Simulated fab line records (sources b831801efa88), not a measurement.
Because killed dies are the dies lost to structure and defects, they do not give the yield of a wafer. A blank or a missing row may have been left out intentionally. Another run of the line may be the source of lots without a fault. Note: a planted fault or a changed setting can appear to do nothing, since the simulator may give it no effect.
What tool caused it?	flow gf180mcu	39 wafers from 13 lots sampled at 6 of the route's 602 steps

WHAT THE GAUGES READ, wafer by wafer
GF_MVSD_TW_MEAS_11. Usual: MVSD_TW 1571, standard deviation 12.
lot	measured	on	MVSD_TW	flag
L499	day 4 15:04	film-metro-01	1588 1598 1594	
L501	day 5 00:34	film-metro-02	1572 1574 1566	
L502	day 5 07:14	film-metro-04	1576 1571 1573	
L503	day 5 12:14	film-metro-02	1574 1581 1570	
L504	day 5 19:40	film-metro-02	1574 1574 1578	
L508	day 6 18:13	film-metro-02	1863 1858 1858	OFF
L509	day 6 23:02	film-metro-01	1853 1854 1866	OFF
L510	day 7 04:28	film-metro-01	1560 1567 1560	
L511	day 7 13:59	film-metro-01	1843 1851 1854	OFF
L514	day 8 05:26	film-metro-02	1569 1573 1573	
L516	day 8 16:34	film-metro-02	1573 1572 1579	
L519	day 9 09:58	film-metro-01	1547 1547 1533	
L520	day 9 16:58	film-metro-01	1566 1551 1558	

GF_VT_IMPLANT_TW_MEAS_10. Usual: VT_IMPLANT_TW 562, standard deviation 3.
lot	measured	on	VT_IMPLANT_TW	flag
L499	day 5 20:58	film-metro-02	562 561 561	
L501	day 6 07:31	film-metro-03	561 558 558	
L502	day 6 14:29	film-metro-02	565 560 565	
L503	day 6 19:20	film-metro-04	563 564 565	
L504	day 7 03:32	film-metro-03	560 565 559	
L508	day 8 03:13	film-metro-04	563 563 560	
L509	day 8 09:52	film-metro-03	565 557 564	
L510	day 8 14:16	film-metro-03	562 562 561	
L511	day 9 00:05	film-metro-03	558 563 557	
L514	day 9 16:50	film-metro-02	561 560 555	
L516	day 10 04:01	film-metro-02	559 560 561	
L519	day 10 23:31	film-metro-04	564 562 565	
L520	day 11 06:11	film-metro-02	558 554 554	

GF_VT_IMPLANT_RS_MEAS_46: measurement is done with a four-point probe. Usual: MVSD_RS 456.9 ohm/sq, standard deviation 1.4.
lot	measured	on	MVSD_RS (ohm/sq)	flag
L499	day 7 21:44	film-metro-04	455.5 455.9 456.5	
L501	day 8 10:14	film-metro-01	454.4 454.5 454.8	
L502	day 8 16:22	film-metro-04	456.1 457.2 456.9	
L503	day 8 21:01	film-metro-04	458.1 457.8 458.2	
L504	day 9 06:11	film-metro-02	457.2 456.8 457.5	
L508	day 10 09:03	film-metro-01	350.1 349.3 349.3	OFF
L509	day 10 15:51	film-metro-01	349.9 350.1 349.4	OFF
L510	day 10 19:41	film-metro-01	452.4 454.2 455.1	
L511	day 11 06:43	film-metro-04	351.7 351.7 351.3	OFF
L514	day 12 01:39	film-metro-02	458.3 457.8 458.1	
L516	day 12 13:49	film-metro-04	457.1 458.7 457.4	
L519	day 13 12:26	film-metro-04	458.3 458.1 459.4	
L520	day 13 19:03	film-metro-04	456.1 457.2 457.1	

GF_CONTACT_THK_MEAS_26: measures by xrf. Usual: CONTACT_W_THK 314 nm, standard deviation 3.9.
lot	measured	on	CONTACT_W_THK (nm)	flag
L499	day 16 20:25	film-metro-01	312 320 317	
L501	day 17 12:07	film-metro-02	310 313 306	
L502	day 17 19:05	film-metro-04	320 317 320	
L503	day 18 01:41	film-metro-04	312 312 311	
L504	day 18 11:41	film-metro-04	313 319 315	
L508	day 20 03:28	film-metro-04	315 316 317	
L509	day 20 11:04	film-metro-02	318 314 314	
L510	day 20 13:28	film-metro-01	308 308 308	
L511	day 21 05:08	film-metro-01	315 310 317	
L514	day 22 04:41	film-metro-01	317 313 318	
L516	day 22 20:55	film-metro-04	309 318 317	
L519	day 24 02:37	film-metro-04	313 315 315	
L520	day 24 05:07	film-metro-01	319 320 314	

WHAT TOOL EACH LOT RAN ON (gives the tool, then ch and the chambers of the sampled wafers, and finally the start)
lot	GF_MVSD_IMPLANT_08	GF_SALICIDE_RTA_06
L499	implanter-04 ch 0, day 4 14:40	rtp-anneal-02 ch 0, day 15 19:40
L501	implanter-02 ch 0, day 5 00:10	rtp-anneal-01 ch 0, day 16 11:18
L502	implanter-02 ch 0, day 5 06:52	rtp-anneal-02 ch 0, day 16 18:16
L503	implanter-02 ch 0, day 5 11:52	rtp-anneal-02 ch 0, day 17 00:23
L504	implanter-01 ch 0, day 5 19:17	rtp-anneal-02 ch 0, day 17 10:53
L508	implanter-02 ch 0, day 6 17:50	rtp-anneal-02 ch 0, day 19 00:31
L509	implanter-02 ch 0, day 6 22:38	rtp-anneal-01 ch 0, day 19 08:20
L510	implanter-04 ch 0, day 7 04:04	rtp-anneal-01 ch 0, day 19 11:45
L511	implanter-02 ch 0, day 7 13:37	rtp-anneal-02 ch 0, day 20 02:35
L514	implanter-01 ch 0, day 8 05:02	rtp-anneal-01 ch 0, day 21 03:16
L516	implanter-04 ch 0, day 8 16:10	rtp-anneal-01 ch 0, day 21 19:39
L519	implanter-01 ch 0, day 9 09:16	rtp-anneal-01 ch 0, day 23 01:35
L520	implanter-04 ch 0, day 9 16:35	rtp-anneal-02 ch 0, day 23 04:27
- GF_MVSD_IMPLANT_08
- GF_SALICIDE_RTA_06: time 30 s.

WHAT THE TOOLS THEMSELVES READ (means of the sampled wafers that have a number; where no wafer has one, the mark that the record gives instead)
GF_MVSD_IMPLANT_08. Usual: beam-on-s 9.99 s, standard deviation 0.19; dose-ions-cm2 1.6e+13, standard deviation 2e+10; faraday-current-uA 90.3, standard deviation 1.7.
lot	tool	beam-on-s (s)	dose-ions-cm2	faraday-current-uA	flag
L499	implanter-04	9.88	1.6e+13	91.5	
L501	implanter-02	10.07	1.6e+13	89.6	
L502	implanter-02	9.96	1.6e+13	90.8	
L503	implanter-02	10.02	1.6e+13	90.2	
L504	implanter-01	9.96	1.6e+13	90.6	
L508	implanter-02	11.72	2.9e+13	138.1	OFF
L509	implanter-02	11.67	2.9e+13	138.1	OFF
L510	implanter-04	10.13	1.6e+13	88.9	
L511	implanter-02	11.73	2.9e+13	137.3	OFF
L514	implanter-01	10.08	1.6e+13	89.8	
L516	implanter-04	9.95	1.6e+13	90.6	
L519	implanter-01	9.97	1.6e+13	90.5	
L520	implanter-04	10.06	1.6e+13	89.6	

GF_SALICIDE_RTA_06. Usual: lamp-power-pct 6.02 %, standard deviation 0.15; wafer_temp_C_max 532.2, standard deviation 0.43.
lot	tool	lamp-power-pct (%)	wafer_temp_C_max	flag
L499	rtp-anneal-02	5.85	532.3	
L501	rtp-anneal-01	6.16	532.0	
L502	rtp-anneal-02	5.85	532.2	
L503	rtp-anneal-02	5.86	532.1	
L504	rtp-anneal-02	5.86	532.1	
L508	rtp-anneal-02	5.85	532.1	
L509	rtp-anneal-01	6.16	532.6	
L510	rtp-anneal-01	6.16	532.3	
L511	rtp-anneal-02	5.86	532.5	
L514	rtp-anneal-01	6.16	532.7	
L516	rtp-anneal-01	6.16	532.2	
L519	rtp-anneal-01	6.16	532.7	
L520	rtp-anneal-02	5.85	532.0	

THE ANSWER, worked out from the rows above alone
Rule: a lot counts as off when the mean over its wafers that have a number is more than 3 standard deviations away from the usual mean. Also off: a lot with no number at a reading for which 4 or more lots have one. All remaining lots with rows at the step are treated as sound. Order of review: gauges by route order, followed by the tools' own readings, for which a lot's mean as printed above is used. At the first step where some lot is off, the reading lying furthest off is the one used; lots without a number count as furthest.
Off: at GF_MVSD_TW_MEAS_11 (MVSD_TW), L508, L509, L511.
A tool fits if, at a process step before that reading, it ran every lot that is off, and no sound lot after the first of them. The gauges at GF_MVSD_TW_MEAS_11 aren't tried: what is off there is off at GF_MVSD_IMPLANT_08 too, on other tools, and a gauge's error can't cause that. One fits: implanter-02 at GF_MVSD_IMPLANT_08. Its last sound lot is L503 (day 5 11:52), its first lot that is off L508 (day 6 17:50): a fault that began between those two fits.
The tool's own readings at GF_MVSD_IMPLANT_08 bear it out: on the lots that are off they differ by more than 5 times the standard deviation of the sound lots' means. beam-on-s reads 11.71 s there against 10.01 s on the sound lots; dose-ions-cm2 reads 2.9e+13 there against 1.6e+13 on the sound lots; faraday-current-uA reads 137.8 there against 90.2 on the sound lots.

WHAT HAD BEEN PUT IN BY THE SIMULATOR
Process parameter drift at GF_MVSD_IMPLANT_08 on implanter-02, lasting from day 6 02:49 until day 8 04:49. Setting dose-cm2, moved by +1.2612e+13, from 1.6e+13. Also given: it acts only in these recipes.
Struck lots among those shown: L508, L509, L511. The rule above found the same.
